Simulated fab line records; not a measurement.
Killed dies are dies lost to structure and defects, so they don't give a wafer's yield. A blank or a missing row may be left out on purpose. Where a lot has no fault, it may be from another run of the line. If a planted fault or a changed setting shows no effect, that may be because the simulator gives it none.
fab line records	flow sky130
record: lots: 11	wafers: 33	lastDay: 49
route steps=708 shown VIA4@639 PASSIVATION@683 PAD_OPEN@701
lots that met no fault: taken from a fault-free run of the same line
startH: hours from the record's first day to the start of the lot's first wafer shown	waitH: hours elapsed since this lot's preceding step	" the same as in the row above	L1.1+2: a single row standing in for several wafers	- no value, or no start given	* or withheld: withheld	< > ~ a bound
route shown NAME@n: names a module that has steps shown in the file, with the first one's number in the route	usual: mean and standard deviation over wafers with no fault	same: alike in all rows	chamber/n: place in a boat	sites: each site's reading	_std_site: the values' standard deviation	_edge_site: outer sites' mean less inner sites'	radiusMm: how far each site lies from the wafer's centre	mask NAME#n: copy n	behind: the last tool/chamber to shape the wafer	hold: cause of the lot's hold/its duration in hours/its outcome	device: which transistor (n, p or np) failed to switch	end of line: the tests these same wafers got at the end of their route	where a step has no rows: the recipe by itself	killed: at the first sort, the dies lost to defects and structure; wafer yield is something else	map: dies across one wafer; x = killed, . = not, _ = none there
set.NAME: the run value of the setting; set.NAME@STEP: its run value at that earlier step	model.NAME: the simulator's own value behind a step, which no gauge read
the route's steps for a sample of lots (tables are steps, rows are wafers)
services: a tool's chamber out of use, with start hour (startH, from the record's first day; less than 0 if before it), hours out, and reason
== steps ==
step: SKY_VIA4_HDPCVD_00
recipe: material: SiO2	targetThkNm: 1750	sigmaOpenFrac: 0.3	timeS: 291.7	tempC: 400	sih4FlowSccm: 60	pressureMtorr: 6
usual: sih4FlowSccm: 60.00/0.2
lot.wafer	tool	chamber	startH	waitH	sih4FlowSccm
L769.1	hdpcvd-02	0	975.53	0.0	60.22
L769.3	"	1	"	"	60.15
L769.4	"	1	"	"	59.95
L771.3	hdpcvd-01	2	994.63	0.0	59.84
L771.4	"	1	"	"	60.09
L771.6	"	0	"	"	60.28
L772.1	hdpcvd-01	0	997.75	0.0	60.06
L772.5	"	1	"	"	59.71
L772.6	"	2	"	"	59.78
L773.1	hdpcvd-02	2	1010.08	0.0	60.05
L773.4	"	0	"	"	59.82
L773.5	"	1	"	"	60.05
L774.1	hdpcvd-02	1	1023.55	0.0	60.39
L774.4	"	2	"	"	59.87
L774.5	"	1	"	"	60.16
L775.4	hdpcvd-01	2	1024.42	0.1	59.95
L775.5	"	1	"	"	60.25
L775.6	"	0	"	"	59.98
L776.1	hdpcvd-01	0	1027.56	0.0	60.22
L776.2	"	1	"	"	59.99
L776.3	"	2	"	"	59.79
L777.1	hdpcvd-01	1	1030.58	0.0	59.61
L777.3	"	0	"	"	59.87
L777.6	"	2	"	"	60.05
L779.1	hdpcvd-01	1	1042.58	0.0	59.96
L779.3	"	0	"	"	60.11
L779.4	"	2	"	"	59.62
L785.1	hdpcvd-02	0	1084.64	0.0	60.22
L785.3	"	1	"	"	60.15
L785.6	"	1	"	"	60.07
L787.2	hdpcvd-02	1	1108.76	0.0	59.92
L787.3	"	2	"	"	59.79
L787.5	"	2	"	"	59.64
step: SKY_PASSIVATION_CVD_02
recipe: material: Si3N4	targetThkNm: 540	tempC: 400	timeS: withheld	rfW: 450
usual: heaterPowerW: 694/89
lot.wafer	tool	chamber	startH	waitH	heaterPowerW
L769.1	pecvd-04	0	1025.36	0.1	809
L769.3	"	1	"	"	633
L769.4	"	0	"	"	816
L771.3	pecvd-02	0	1043.61	0.0	835
L771.4	"	1	"	"	655
L771.6	"	0	"	"	851
L772.1	pecvd-02	2	1046.34	0.1	777
L772.5	"	1	"	"	650
L772.6	"	2	"	"	793
L773.1	pecvd-04	1	1056.03	0.1	687
L773.4	"	2	"	"	788
L773.5	"	0	"	"	828
L774.1	pecvd-02	0	1070.99	0.1	773
L774.4	"	1	"	"	691
L774.5	"	0	"	"	779
L775.4	pecvd-01	2	1072.25	0.1	574
L775.5	"	0	"	"	570
L775.6	"	1	"	"	533
L776.1	pecvd-02	1	1075.00	0.1	666
L776.2	"	2	"	"	713
L776.3	"	0	"	"	835
L777.1	pecvd-02	0	1077.20	0.1	815
L777.3	"	1	"	"	684
L777.6	"	2	"	"	679
L779.1	pecvd-01	2	1087.65	0.1	699
L779.3	"	1	"	"	625
L779.4	"	2	"	"	568
L785.1	pecvd-04	0	1126.11	0.1	855
L785.3	"	1	"	"	701
L785.6	"	1	"	"	732
L787.2	pecvd-02	0	1149.28	0.0	723
L787.3	"	2	"	"	763
L787.5	"	1	"	"	673
step: SKY_PAD_OPEN_ETCH_07
recipe: chemistry: CF4/O2	targetDepthNm: 725	stopOn: AlCu	sourceW: 800	biasW: 150	pressureMtorr: 150	cf4FlowSccm: 80	O2_flow_sccm: 10	timeS: 161.1
usual: O2_flow_sccm: 10.001/0.025	cf4FlowSccm: 79.98/0.26	drypumpMotorCurrentA: 6.00/0.28	oesProductAu: 0.978/0.0074	throttleValvePct: 5.966/0.0094
lot.wafer	tool	chamber	startH	waitH	O2_flow_sccm	cf4FlowSccm	drypumpMotorCurrentA	oesProductAu	rfHoursCounterH	throttleValvePct
L769.1	rieDiel-01	2	1069.96	-	9.983	79.97	5.56	0.979	21	5.977
L769.3	"	0	"	"	10.007	80.06	5.66	0.976	16	5.990
L769.4	"	1	"	"	10.013	79.70	6.14	0.975	14	5.988
L771.3	rieDiel-01	3	1085.96	-	9.974	79.79	6.23	0.979	15	5.968
L771.4	"	1	"	"	10.044	80.42	6.14	0.976	15	5.980
L771.6	"	2	"	"	10.030	79.97	5.58	0.987	-	5.949
L772.1	rieDiel-02	2	1088.89	-	9.970	80.15	5.81	0.972	26	5.962
L772.5	"	0	"	"	10.001	79.73	5.70	0.983	-	5.962
L772.6	"	1	"	"	10.014	80.30	5.81	0.985	-	5.965
L773.1	rieDiel-03	2	1098.14	-	9.954	79.79	6.35	0.977	27	5.966
L773.4	"	2	"	"	10.019	79.72	6.36	0.979	-	5.968
L773.5	"	2	"	"	9.998	80.04	6.37	0.984	-	5.971
L774.1	rieDiel-03	2	1112.16	-	10.011	80.12	6.36	0.974	28	5.960
L774.4	"	3	"	"	10.019	80.25	5.99	0.987	0	5.976
L774.5	"	0	"	"	10.032	80.28	5.84	0.980	-	5.988
L775.4	rieDiel-01	1	1113.04	-	9.957	80.28	6.18	0.980	16	5.970
L775.5	"	3	"	"	9.939	79.75	6.22	0.973	-	5.960
L775.6	"	2	"	"	9.987	79.93	5.53	0.983	-	5.964
L776.1	rieDiel-03	1	1116.41	-	10.032	79.73	6.19	0.974	23	5.960
L776.2	"	0	"	"	9.926	79.65	5.83	0.995	9	5.974
L776.3	"	3	"	"	9.983	80.31	5.99	0.972	1	5.956
L777.1	rieDiel-01	2	1118.16	-	10.006	79.98	5.56	0.964	23	5.947
L777.3	"	1	"	"	9.991	79.95	6.18	0.965	16	5.964
L777.6	"	0	"	"	10.034	80.48	5.65	0.988	-	5.970
L779.1	rieDiel-01	0	1126.60	-	10.006	79.85	5.68	0.971	18	5.959
L779.3	"	3	"	"	9.989	79.59	6.23	0.960	17	5.963
L779.4	"	2	"	"	9.988	79.53	5.55	0.979	24	5.977
L785.1	rieDiel-02	1	1162.24	-	10.029	79.50	5.73	0.989	12	5.982
L785.3	"	3	"	"	10.006	80.00	6.51	0.985	18	5.978
L785.6	"	0	"	"	9.996	79.48	5.66	0.992	-	5.953
L787.2	rieDiel-02	2	1182.64	-	10.031	80.14	5.84	0.982	0	5.958
L787.3	"	1	"	"	9.982	80.23	5.76	0.966	13	5.970
L787.5	"	1	"	"	9.966	80.49	5.77	0.993	-	5.965
step: SKY_PAD_OPEN_STRIP_08
recipe: chemistry: O2/N2	powerW: 1400	pressureMtorr: 1500	platenTempC: withheld	overashFraction: 0.7	o2FlowSccm: 3000	n2FlowSccm: 300
usual: drypumpMotorCurrentA: 6.1/0.45	oesProductAu: 0.663/0.0043	stripTimeToEndpointS: 37.05/0.098
lot.wafer	tool	chamber	startH	waitH	drypumpMotorCurrentA	oesProductAu	rfHoursCounterH	stripTimeToEndpointS
L769.1	plasmaAsher-02	1	1070.06	0.1	4.9	0.673	93	37.09
L769.3	"	1	"	"	4.9	0.654	-	37.03
L769.4	"	0	"	"	5.5	0.660	-	37.03
L771.3	plasmaAsher-02	1	1086.10	0.1	4.9	0.657	-	36.94
L771.4	"	0	"	"	5.5	0.667	-	37.03
L771.6	"	0	"	"	5.5	0.661	-	36.93
L772.1	plasmaAsher-01	1	1088.99	0.1	6.3	0.658	2	37.14
L772.5	"	0	"	"	6.4	0.662	-	37.30
L772.6	"	1	"	"	6.3	0.660	-	37.22
L773.1	plasmaAsher-03	0	1098.30	0.1	5.9	0.663	69	37.03
L773.4	"	1	"	"	6.2	0.656	-	37.04
L773.5	"	1	"	"	6.2	0.653	-	37.06
L774.1	plasmaAsher-01	1	1112.26	0.1	6.3	0.657	5	36.92
L774.4	"	1	"	"	6.3	0.665	-	36.86
L774.5	"	1	"	"	6.3	0.662	-	36.96
L775.4	plasmaAsher-02	0	1113.18	0.1	5.5	0.660	-	36.98
L775.5	"	0	"	"	5.5	0.668	-	36.99
L775.6	"	1	"	"	4.9	0.665	-	36.95
L776.1	plasmaAsher-01	0	1116.51	0.1	6.4	0.662	6	37.20
L776.2	"	1	"	"	6.3	0.664	6	37.11
L776.3	"	1	"	"	6.3	0.657	-	37.13
L777.1	plasmaAsher-01	0	1118.26	0.1	6.4	0.656	6	37.09
L777.3	"	1	"	"	6.3	0.666	-	37.06
L777.6	"	0	"	"	6.4	0.658	-	37.09
L779.1	plasmaAsher-01	0	1126.71	0.1	6.4	0.662	7	36.99
L779.3	"	1	"	"	6.3	0.663	-	37.02
L779.4	"	0	"	"	6.4	0.664	-	37.03
L785.1	plasmaAsher-03	0	1162.34	0.1	5.9	0.669	76	36.99
L785.3	"	0	"	"	5.9	0.667	-	37.03
L785.6	"	0	"	"	5.9	0.663	-	37.05
L787.2	plasmaAsher-01	1	1182.74	0.1	6.3	0.670	13	37.05
L787.3	"	0	"	"	6.4	0.666	-	37.05
L787.5	"	0	"	"	6.4	0.666	-	37.09
step: SKY_PAD_OPEN_PROBE_99
usual: defectLimitedYield: 82.3/2	killed_at_M0_to_M3: 44/7.8	killed_at_M4_up: 2.9/1.7	killedAtContacts: 24/5.4	killedAtFrontEnd: 15/4.5	killedAtOther: 0.3/0.55	killedDies: 87/10	killedOpen: 48/7.4	killedShort: 39/5.9	sort_bin_3_pad_short: 0.9/0.42	sort_bin_5_function: 10.4/1.5	sort_bin_6_memory: 6.4/1.2	sortNPass: 405/10	sortYieldPct: 82.3/2
same: grossDies: 492	killedAtBackSide: 0	sort_bin_4_leakage[%]: 0	sort_bin_8_speed[%]: 0
lot.wafer	tool	chamber	startH	waitH	hold	defectLimitedYield[%]	killed_at_M0_to_M3	killed_at_M4_up	killedAtContacts	killedAtFrontEnd	killedAtOther	killedDies	killedOpen	killedShort	sort_bin_3_pad_short[%]	sort_bin_5_function[%]	sort_bin_6_memory[%]	sortNPass	sortYieldPct[%]
L769.1	prober-02	-	1072.62	0.1	-	78.5	57	4	31	14	0	106	63	43	1.2	11.8	8.5	386	78.5
L769.3	prober-02	-	1072.72	0.2	-	82.5	44	2	17	22	1	86	46	40	0.4	11.0	6.1	406	82.5
L769.4	prober-02	-	1072.77	0.2	-	80.3	42	1	33	20	1	97	58	39	1.2	12.2	6.3	395	80.3
L771.3	prober-02	-	1088.49	0.2	-	80.3	54	3	33	7	0	97	50	47	1.0	10.4	8.3	395	80.3
L771.4	prober-02	-	1088.54	0.2	-	82.7	50	2	17	15	1	85	50	35	0.4	11.4	5.5	407	82.7
L771.6	prober-02	-	1088.64	0.2	-	79.1	58	1	23	20	1	103	56	47	1.2	12.2	7.5	389	79.1
L772.1	prober-01	-	1091.30	0.1	-	80.9	43	2	31	18	0	94	50	44	1.2	11.4	6.5	398	80.9
L772.5	prober-01	-	1091.50	0.2	-	81.9	44	3	29	13	0	89	43	46	0.6	10.4	7.1	403	81.9
L772.6	prober-01	-	1091.55	0.2	-	82.1	46	2	22	18	0	88	57	31	0.6	9.8	7.5	404	82.1
L773.1	prober-02	-	1100.51	0.1	-	81.7	60	2	19	8	1	90	54	36	0.2	11.4	6.7	402	81.7
L773.4	prober-02	-	1100.66	0.2	-	82.9	49	3	15	17	0	84	51	33	0.8	8.5	7.7	408	82.9
L773.5	prober-02	-	1100.71	0.2	-	79.7	54	3	28	15	0	100	56	44	1.2	12.8	6.3	392	79.7
L774.1	prober-01	-	1114.47	0.1	-	82.7	33	2	31	19	0	85	46	39	0.6	11.4	5.3	407	82.7
L774.4	prober-01	-	1114.62	0.2	-	85.2	32	5	25	11	0	73	39	34	0.6	7.9	6.3	419	85.2
L774.5	prober-01	-	1114.67	0.2	-	84.3	30	3	31	13	0	77	41	36	0.4	10.8	4.5	415	84.3
L775.4	prober-01	-	1115.56	0.2	-	83.3	44	4	13	20	1	82	47	35	1.4	9.1	6.1	410	83.3
L775.5	prober-01	-	1115.61	0.2	-	84.8	41	1	20	13	0	75	39	36	0.4	9.6	5.3	417	84.8
L775.6	prober-01	-	1115.66	0.2	-	80.7	53	1	23	18	0	95	64	31	0.2	10.4	8.7	397	80.7
L776.1	prober-01	-	1118.89	0.1	-	81.3	41	1	33	16	1	92	52	40	1.4	10.0	7.3	400	81.3
L776.2	prober-01	-	1118.94	0.1	-	83.7	48	4	19	9	0	80	40	40	1.2	8.5	6.5	412	83.7
L776.3	prober-01	-	1118.99	0.2	-	82.5	45	4	21	16	0	86	48	38	1.2	10.2	6.1	406	82.5
L777.1	prober-01	-	1121.07	0.1	-	79.5	58	4	26	13	0	101	63	38	1.0	14.4	5.1	391	79.5
L777.3	prober-01	-	1121.17	0.2	-	81.5	60	4	18	9	0	91	52	39	0.8	11.4	6.3	401	81.5
L777.6	prober-01	-	1121.32	0.2	-	78.0	54	3	28	21	2	108	55	53	1.2	12.8	7.9	384	78.0
L779.1	prober-01	-	1129.43	0.1	-	82.7	51	1	23	10	0	85	50	35	0.6	11.2	5.5	407	82.7
L779.3	prober-01	-	1129.53	0.2	-	81.3	42	2	34	14	0	92	55	37	0.6	10.4	7.7	400	81.3
L779.4	prober-01	-	1129.58	0.2	-	82.5	42	1	23	20	0	86	49	37	1.0	10.0	6.5	406	82.5
L785.1	prober-02	-	1164.61	0.1	awaitDispo/3.3h/release	83.9	45	2	23	9	0	79	48	31	0.8	7.3	7.9	413	83.9
L785.3	prober-02	-	1164.71	0.2	awaitDispo/3.3h/release	70.1	49	52	28	16	2	147	56	43	3.7	18.7	7.5	345	70.1
L785.6	prober-02	-	1164.86	0.2	awaitDispo/3.3h/release	73.4	42	49	24	15	1	131	53	33	3.5	14.4	8.7	361	73.4
L787.2	prober-01	-	1186.17	0.1	awaitDispo/3.2h/release	77.2	25	49	29	9	0	112	40	26	4.1	12.2	6.5	380	77.2
L787.3	prober-01	-	1186.22	0.2	awaitDispo/3.2h/release	85.0	34	1	25	14	0	74	39	35	0.2	10.2	4.7	418	85.0
L787.5	prober-01	-	1186.32	0.2	awaitDispo/3.2h/release	83.3	32	3	29	18	0	82	47	35	1.0	11.2	4.5	410	83.3
killed by level:class
L769.1 VIA1:geometricParticle:open=18 VIA3:geometricParticle:open=9 LI_CONTACT:geometricParticle:open=7 CONTACT:geometricParticle:open=7 VIA2:geometricParticle:open=7 CONTACT:geometricParticle:short=6 METAL1:geometricParticle:short=5 LI_CONTACT:geometricParticle:short=5
L769.3 FIELD_ISO:geometricParticle:short=8 CONTACT:geometricParticle:open=8 METAL1:geometricParticle:short=8 VIA2:geometricParticle:short=7 VIA1:geometricParticle:open=7 FIELD_ISO:geometricParticle:open=5 VIA3:geometricParticle:open=5 VIA2:geometricParticle:open=4
L769.4 VIA2:geometricParticle:open=10 FIELD_ISO:geometricParticle:open=9 LI_CONTACT:geometricParticle:open=9 CONTACT:geometricParticle:open=9 VIA3:geometricParticle:open=8 CONTACT:geometricParticle:short=6 LOCAL_INTERCONNECT:geometricParticle:short=5 VIA1:geometricParticle:short=5
L771.3 CONTACT:geometricParticle:open=13 VIA1:geometricParticle:open=11 LI_CONTACT:geometricParticle:open=7 CONTACT:geometricParticle:short=7 METAL3:geometricParticle:short=7 METAL2:geometricParticle:short=7 VIA3:geometricParticle:open=7 VIA2:geometricParticle:short=6
L771.4 VIA1:geometricParticle:open=9 VIA2:geometricParticle:open=9 VIA1:geometricParticle:short=8 VIA3:geometricParticle:open=8 CONTACT:geometricParticle:open=6 METAL2:geometricParticle:short=6 LI_CONTACT:geometricParticle:open=5 FIELD_ISO:geometricParticle:short=4
L771.6 VIA1:geometricParticle:open=15 VIA3:geometricParticle:open=9 CONTACT:geometricParticle:open=8 VIA2:geometricParticle:open=7 FIELD_ISO:geometricParticle:open=6 VIA2:geometricParticle:short=6 METAL1:geometricParticle:short=6 LOCAL_INTERCONNECT:geometricParticle:short=5
L772.1 CONTACT:geometricParticle:open=11 VIA2:geometricParticle:open=9 CONTACT:geometricParticle:short=8 LI_CONTACT:geometricParticle:open=7 VIA1:geometricParticle:open=7 VIA3:geometricParticle:open=6 VIA1:geometricParticle:short=6 POLY_GATE:geometricParticle:short=5
L772.5 CONTACT:geometricParticle:open=9 VIA3:geometricParticle:open=8 VIA1:geometricParticle:open=7 LI_CONTACT:geometricParticle:short=6 VIA1:geometricParticle:short=6 CONTACT:geometricParticle:short=5 METAL2:geometricParticle:short=5 VIA2:geometricParticle:open=5
L772.6 VIA1:geometricParticle:open=14 CONTACT:geometricParticle:open=10 POLY_GATE:geometricParticle:open=8 LI_CONTACT:geometricParticle:open=7 VIA1:geometricParticle:short=6 VIA3:geometricParticle:open=6 VIA2:geometricParticle:open=5 POLY_GATE:geometricParticle:short=4
L773.1 VIA1:geometricParticle:open=16 VIA1:geometricParticle:short=10 VIA2:geometricParticle:open=10 VIA3:geometricParticle:open=7 LI_CONTACT:geometricParticle:open=6 CONTACT:geometricParticle:open=6 LI_CONTACT:geometricParticle:short=4 METAL1:geometricParticle:short=4
L773.4 VIA1:geometricParticle:open=16 CONTACT:geometricParticle:open=8 METAL2:geometricParticle:short=7 FIELD_ISO:geometricParticle:open=6 VIA3:geometricParticle:open=6 VIA2:geometricParticle:open=5 FIELD_ISO:geometricParticle:short=4 VIA1:geometricParticle:short=4
L773.5 CONTACT:geometricParticle:open=14 VIA1:geometricParticle:open=13 VIA2:geometricParticle:open=8 FIELD_ISO:geometricParticle:short=7 LI_CONTACT:geometricParticle:open=7 VIA1:geometricParticle:short=6 METAL1:geometricParticle:short=6 POLY_GATE:geometricParticle:open=5
L774.1 CONTACT:geometricParticle:open=15 CONTACT:geometricParticle:short=7 VIA2:geometricParticle:open=7 POLY_GATE:geometricParticle:open=6 METAL1:geometricParticle:short=6 VIA1:geometricParticle:short=6 POLY_GATE:geometricParticle:short=4 LI_CONTACT:geometricParticle:open=4
L774.4 CONTACT:geometricParticle:open=10 VIA1:geometricParticle:open=8 VIA2:geometricParticle:open=7 LOCAL_INTERCONNECT:geometricParticle:short=5 CONTACT:geometricParticle:short=5 FIELD_ISO:geometricParticle:short=4 METAL2:geometricParticle:short=4 LI_CONTACT:geometricParticle:open=3
L774.5 CONTACT:geometricParticle:open=12 CONTACT:geometricParticle:short=9 VIA1:geometricParticle:open=9 FIELD_ISO:geometricParticle:open=8 METAL1:geometricParticle:short=6 LI_CONTACT:geometricParticle:short=4 LI_CONTACT:geometricParticle:open=4 METAL2:geometricParticle:short=4
L775.4 VIA1:geometricParticle:open=14 VIA3:geometricParticle:open=6 FIELD_ISO:geometricParticle:short=5 LOCAL_INTERCONNECT:geometricParticle:short=5 CONTACT:geometricParticle:open=5 METAL1:geometricParticle:short=5 VIA2:geometricParticle:short=5 POLY_GATE:geometricParticle:short=4
L775.5 CONTACT:geometricParticle:open=10 VIA1:geometricParticle:open=10 VIA2:geometricParticle:open=6 METAL1:geometricParticle:short=5 METAL2:geometricParticle:short=5 FIELD_ISO:geometricParticle:short=4 VIA1:geometricParticle:short=4 VIA3:geometricParticle:open=4
L775.6 VIA1:geometricParticle:open=13 VIA2:geometricParticle:open=9 CONTACT:geometricParticle:open=8 VIA3:geometricParticle:open=7 LI_CONTACT:geometricParticle:open=7 FIELD_ISO:geometricParticle:open=6 POLY_GATE:geometricParticle:open=6 VIA3:geometricParticle:short=5
L776.1 CONTACT:geometricParticle:short=12 METAL2:geometricParticle:short=9 FIELD_ISO:geometricParticle:open=8 LI_CONTACT:geometricParticle:open=8 CONTACT:geometricParticle:open=8 VIA1:geometricParticle:open=7 VIA3:geometricParticle:open=6 VIA2:geometricParticle:open=4
L776.2 METAL2:geometricParticle:short=11 VIA2:geometricParticle:open=9 METAL1:geometricParticle:short=8 CONTACT:geometricParticle:open=7 CONTACT:geometricParticle:short=6 LI_CONTACT:geometricParticle:open=5 VIA1:geometricParticle:open=4 METAL2:geometricParticle:open=4
L776.3 VIA1:geometricParticle:open=14 LI_CONTACT:geometricParticle:open=9 VIA1:geometricParticle:short=8 FIELD_ISO:geometricParticle:short=7 VIA2:geometricParticle:open=7 CONTACT:geometricParticle:open=6 METAL1:geometricParticle:short=6 LOCAL_INTERCONNECT:geometricParticle:short=3
L777.1 CONTACT:geometricParticle:open=12 VIA1:geometricParticle:open=11 VIA3:geometricParticle:open=10 VIA2:geometricParticle:open=8 CONTACT:geometricParticle:short=5 METAL2:geometricParticle:short=5 FIELD_ISO:geometricParticle:open=4 METAL1:geometricParticle:open=4
L777.3 VIA1:geometricParticle:open=11 VIA3:geometricParticle:open=9 METAL2:geometricParticle:short=8 VIA2:geometricParticle:open=8 LI_CONTACT:geometricParticle:open=7 CONTACT:geometricParticle:open=7 METAL1:geometricParticle:short=6 VIA1:geometricParticle:short=4
L777.6 VIA1:geometricParticle:open=11 CONTACT:geometricParticle:open=8 VIA3:geometricParticle:open=8 LI_CONTACT:geometricParticle:open=7 FIELD_ISO:geometricParticle:short=6 CONTACT:geometricParticle:short=6 METAL1:geometricParticle:short=6 VIA1:geometricParticle:short=6
L779.1 VIA1:geometricParticle:open=16 LI_CONTACT:geometricParticle:open=12 VIA3:geometricParticle:open=8 METAL1:geometricParticle:short=5 VIA2:geometricParticle:short=5 POLY_GATE:geometricParticle:short=4 LI_CONTACT:geometricParticle:short=4 METAL2:geometricParticle:short=4
L779.3 VIA1:geometricParticle:open=15 LI_CONTACT:geometricParticle:open=12 CONTACT:geometricParticle:short=9 CONTACT:geometricParticle:open=8 METAL1:geometricParticle:short=5 FIELD_ISO:geometricParticle:short=4 LOCAL_INTERCONNECT:geometricParticle:open=4 VIA2:geometricParticle:open=4
L779.4 LI_CONTACT:geometricParticle:open=7 VIA3:geometricParticle:open=7 LI_CONTACT:geometricParticle:short=6 POLY_GATE:geometricParticle:open=5 POLY_GATE:geometricParticle:short=5 CONTACT:geometricParticle:open=5 VIA1:geometricParticle:open=5 METAL2:geometricParticle:short=5
L785.1 VIA1:geometricParticle:open=12 CONTACT:geometricParticle:open=9 LI_CONTACT:geometricParticle:open=6 VIA1:geometricParticle:short=6 VIA3:geometricParticle:open=6 METAL2:geometricParticle:short=5 VIA2:geometricParticle:open=5 LOCAL_INTERCONNECT:geometricParticle:short=4
L785.3 VIA4:unspecified=48 CONTACT:geometricParticle:open=14 METAL1:geometricParticle:short=11 VIA1:geometricParticle:open=11 FIELD_ISO:geometricParticle:open=7 LI_CONTACT:geometricParticle:open=7 VIA1:geometricParticle:short=6 LI_CONTACT:geometricParticle:short=4
L785.6 VIA4:unspecified=45 CONTACT:geometricParticle:open=12 VIA1:geometricParticle:open=10 VIA3:geometricParticle:open=8 LI_CONTACT:geometricParticle:open=6 VIA2:geometricParticle:open=6 VIA1:geometricParticle:short=5 METAL1:geometricParticle:short=5
L787.2 VIA4:unspecified=46 CONTACT:geometricParticle:open=10 LI_CONTACT:geometricParticle:open=6 CONTACT:geometricParticle:short=6 VIA2:geometricParticle:open=6 VIA1:geometricParticle:open=5 VIA3:geometricParticle:open=4 LOCAL_INTERCONNECT:geometricParticle:short=3
L787.3 CONTACT:geometricParticle:open=12 METAL1:geometricParticle:short=8 VIA1:geometricParticle:open=8 LI_CONTACT:geometricParticle:open=7 VIA3:geometricParticle:short=4 METAL2:geometricParticle:short=4 VIA1:geometricParticle:short=4 POLY_GATE:geometricParticle:short=3
L787.5 VIA1:geometricParticle:open=12 CONTACT:geometricParticle:open=11 LI_CONTACT:geometricParticle:open=6 LOCAL_INTERCONNECT:geometricParticle:short=5 FIELD_ISO:geometricParticle:open=4 CONTACT:geometricParticle:short=4 VIA1:geometricParticle:short=4 VIA2:geometricParticle:open=4
== services ==
tool	chamber	startH	hours	kind
rieDiel-03	-	952.17	8.2	repair
pecvd-04	1	953.73	17.1	repair
pecvd-02	-	971.18	0.6	repair
rieDiel-01	0	984.41	1.3	repair
pecvd-04	-	984.43	6.0	repair
rieDiel-01	-	1002.27	4.0	pm
pecvd-04	-	1008.12	0.4	repair
rieDiel-03	2	1016.50	4.0	repair
pecvd-02	-	1018.08	0.5	repair
rieDiel-02	-	1020.69	0.6	repair
pecvd-04	1	1030.29	18.7	repair
rieDiel-03	1	1037.33	15.0	repair
rieDiel-02	-	1041.94	0.3	repair
plasmaAsher-01	-	1055.25	9.0	pm
pecvd-02	-	1057.14	0.3	repair
rieDiel-01	2	1064.25	1.5	repair
hdpcvd-01	-	1076.39	0.9	repair
pecvd-02	2	1091.32	5.1	repair
rieDiel-03	0	1092.17	6.4	repair
rieDiel-02	-	1110.61	14.6	pm
hdpcvd-01	0	1112.40	20.5	repair
plasmaAsher-02	-	1121.12	0.7	repair
hdpcvd-02	-	1156.64	0.8	pm
hdpcvd-01	2	1178.56	17.4	repair
== key ==
firstSign: step: SKY_PAD_OPEN_PROBE_99	reading: killed_at_M4_up	direction: up	sigmas: 27	usual: 2.9	struck: 50
effect: step: SKY_PAD_OPEN_PROBE_99	reading: sort_bin_3_pad_short	direction: up	sigmas: 6.8	usual: 0.9	struck: 3.7
metAt SKY_VIA4_HDPCVD_00
struckLots L785,L787
struckWafers L785.3,L785.6,L787.2
notActingAt SKY_PASSIVATION_CVD_02,SKY_PAD_OPEN_ETCH_07,SKY_PAD_OPEN_STRIP_08
onsetBetween 1023.55 1084.64
fault: kind: chamberParticleSource	tool: hdpcvd-02	chamber: 1	onsetH: 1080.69	steps: SKY_VIA4_HDPCVD_00	ratePerVisitCm2: 1.3522	endH: 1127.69
